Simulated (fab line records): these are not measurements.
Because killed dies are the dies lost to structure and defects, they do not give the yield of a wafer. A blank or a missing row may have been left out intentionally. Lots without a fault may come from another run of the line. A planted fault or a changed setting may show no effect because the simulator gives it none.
A single fault, viewed from 2 desks || flow gf180mcu || each desk holds nothing but its own numbers, with what lay behind them at the end

== DESK OF THE TOOL OWNER: litho_track-03 ==
Per lot that ran on this tool, the mean of the sampled wafers carrying a number, from the tool's own readings at GF_M2_SOFTBAKE_10 (time 60 s). Any lot whose mean is over 4 standard deviations away from the usual mean is out of limits and marked OUT; that distance is given in the brackets.
Columns: A = exhaust_pa at GF_M2_SOFTBAKE_10, usual 44.9 Pa; B = run_length_s at GF_M2_SOFTBAKE_10, usual 89.18 s
{"lot": "L821", "first seen here": "day 19 09:00", "A": 45.8, "B": 89.12}
{"lot": "L826", "first seen here": "day 21 18:31", "A": 45.0, "B": 89.20}
{"lot": "L827", "first seen here": "day 21 22:28", "A": 45.0, "B": 89.12}
{"lot": "L828", "first seen here": "day 22 01:22", "A": 45.5, "B": "93.63 (+40) OUT"}
{"lot": "L829", "first seen here": "day 22 09:46", "A": 44.9, "B": "93.70 (+41) OUT"}
{"lot": "L842", "first seen here": "day 26 20:40", "A": 44.1, "B": 89.20}
Finding of this desk: L828, L829 out of limits; the first was L828 at day 22 01:22, on run_length_s at GF_M2_SOFTBAKE_10. L821, L826, L827, L842 stayed within limits.

== THE METROLOGY DESK ==
What the gauges read, lot by lot, whatever tool the lot ran on: means of the sampled wafers that have a number. Any lot whose mean is over 4 standard deviations away from the usual mean is out of limits and marked OUT; that distance is given in the brackets.
Columns: A = SALICIDE_TIN_RS at GF_SALICIDE_RS_MEAS_04, usual 16.4 ohm/sq
{"lot": "L821", "first seen here": "day 15 17:14", "A": 16.2}
{"lot": "L822", "first seen here": "day 16 06:08", "A": 16.2}
{"lot": "L824", "first seen here": "day 16 22:04", "A": 16.2}
{"lot": "L826", "first seen here": "day 17 23:33", "A": 16.4}
{"lot": "L827", "first seen here": "day 18 03:38", "A": 16.5}
{"lot": "L828", "first seen here": "day 18 05:20", "A": 16.5}
{"lot": "L829", "first seen here": "day 18 14:19", "A": 16.7}
{"lot": "L838", "first seen here": "day 22 02:55", "A": 16.4}
{"lot": "L839", "first seen here": "day 22 14:14", "A": 16.4}
{"lot": "L841", "first seen here": "day 23 01:01", "A": 16.6}
{"lot": "L840", "first seen here": "day 23 02:14", "A": 16.1}
{"lot": "L842", "first seen here": "day 23 11:07", "A": 16.8}
Finding of this desk: none of the 12 lots has anything out of limits.

== ALL TOGETHER ==
On L828, L829, at day 22 01:22, an alarm was possible from the tool owner's desk.
From the metrology desk's view, nothing was out of limits.
The metrology desk holds a record of L828, L829, inside its limits.
On litho_track-03, each named lot ran GF_M2_SOFTBAKE_10.

== WHAT THE SIMULATOR PUT IN ==
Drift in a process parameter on litho_track-03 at GF_M2_SOFTBAKE_10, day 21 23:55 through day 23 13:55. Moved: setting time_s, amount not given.
Shown lots that were struck: L828, L829.
Time in hours from fault onset to the first out-of-limits reading at each desk: the tool owner's desk, 1.
